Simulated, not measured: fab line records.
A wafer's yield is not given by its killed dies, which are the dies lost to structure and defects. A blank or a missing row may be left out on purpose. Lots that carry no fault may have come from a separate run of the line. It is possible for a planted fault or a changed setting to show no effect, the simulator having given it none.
8D (eight disciplines) problem report, filled in by code :: flow sky130 :: the parts of the form that need people (team, actions taken, sign-off) are left out

1. THE PROBLEM
oes_product_au at SKY_METAL5_METAL_ETCH_15 reads a mean of 0.720 a.u. on 4 wafers of 2 lots; wafers without a fault read 0.894 a.u. with a standard deviation of 0.005. That is -35 standard deviations from the usual mean.
The step: etches the open film in Cl2/BCl3, stops on SiO2, target depth 1260 nm, time 252 s.
First observed at day 48 17:26: wafer L125.2, on rie_metal-04. Wafers with a number at this step in the record: 42, from 14 lots. By rule, "out" or "out of limits" means more than 4 standard deviations away from the usual mean. The rest of the wafers with a number are treated as sound.

2. WHAT IT IS AND WHAT IT IS NOT
question: which readings at this step
is: oes_product_au
is not: drypump_motor_current_A, throttle_valve_pct

question: which lots
is: L125, L127
is not: L108, L109, L111, L113, L117, L118, L119, L120, L121, L122, L126, L130

question: which wafers of those lots
is: L125.2, L125.3, L125.6, L127.6
is not: L127.1, L127.5

question: read on which tools
is: rie_metal-04
is not: rie_metal-02, rie_metal-03

question: when
is: from day 48 17:26
is not: up to then (33 sound wafers); but 5 sound wafers of L127, L130 came after

3. WHAT RULES OUT EACH SUSPECT
Counting: a tool at a process step up to the reading stays a suspect if it ran every lot that is out. Sound lots after the first of them don't rule it out here, since some wafers of a struck lot are sound.
- rie_metal-04 at SKY_METAL5_METAL_ETCH_15 (etches the open film in Cl2/BCl3, stops on SiO2, target depth 1260 nm, time 252 s): kept. Ran every lot that is out, first one L125 (day 48 17:26); last sound lot up to then L126 (day 48 14:41). Its own readings are out on those wafers: oes_product_au.
- At SKY_METAL5_METAL_ETCH_15 on rie_metal-04, chamber 0 took the sound wafers of the same lots and chamber 1 took the wafers that are out.
The count leaves rie_metal-04 at SKY_METAL5_METAL_ETCH_15.

4. THE CAUSE (what the simulator had put in)
rie_metal-04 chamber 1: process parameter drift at SKY_METAL5_METAL_ETCH_15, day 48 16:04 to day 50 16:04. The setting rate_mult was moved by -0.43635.
After counting, this tool was the only one left.

5. SEQUENCE OF EFFECTS, ordered by route
One row per reading whose mean, taken over the struck wafers that have a number, lies over 3 standard deviations from the usual. Only readings for which the record gives a usual standard deviation are gone through. hours: the time from each lot's start at the first step in this table that gives one to its start at this step, as a median over the lots. sigmas: the change in usual standard deviations.
hours: 0
step: SKY_METAL5_METAL_ETCH_15
reading: oes_product_au
usual: 0.894 a.u.
on struck wafers: 0.720
change: -0.174
sigmas: -35

hours: 0
step: SKY_METAL5_STRIP_16
reading: strip_time_to_endpoint_s
usual: 13.12 s
on struck wafers: 16.91
change: +3.79
sigmas: +32
The process steps in it:
- SKY_METAL5_METAL_ETCH_15: etches the open film in Cl2/BCl3, stops on SiO2, target depth 1260 nm, time 252 s.
- SKY_METAL5_STRIP_16: strips in O2/N2.

6. WHAT WOULD HAVE CAUGHT IT SOONER
In this record the first reading out of limits was taken at day 48 17:26, 1 hour after the fault began at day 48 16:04.
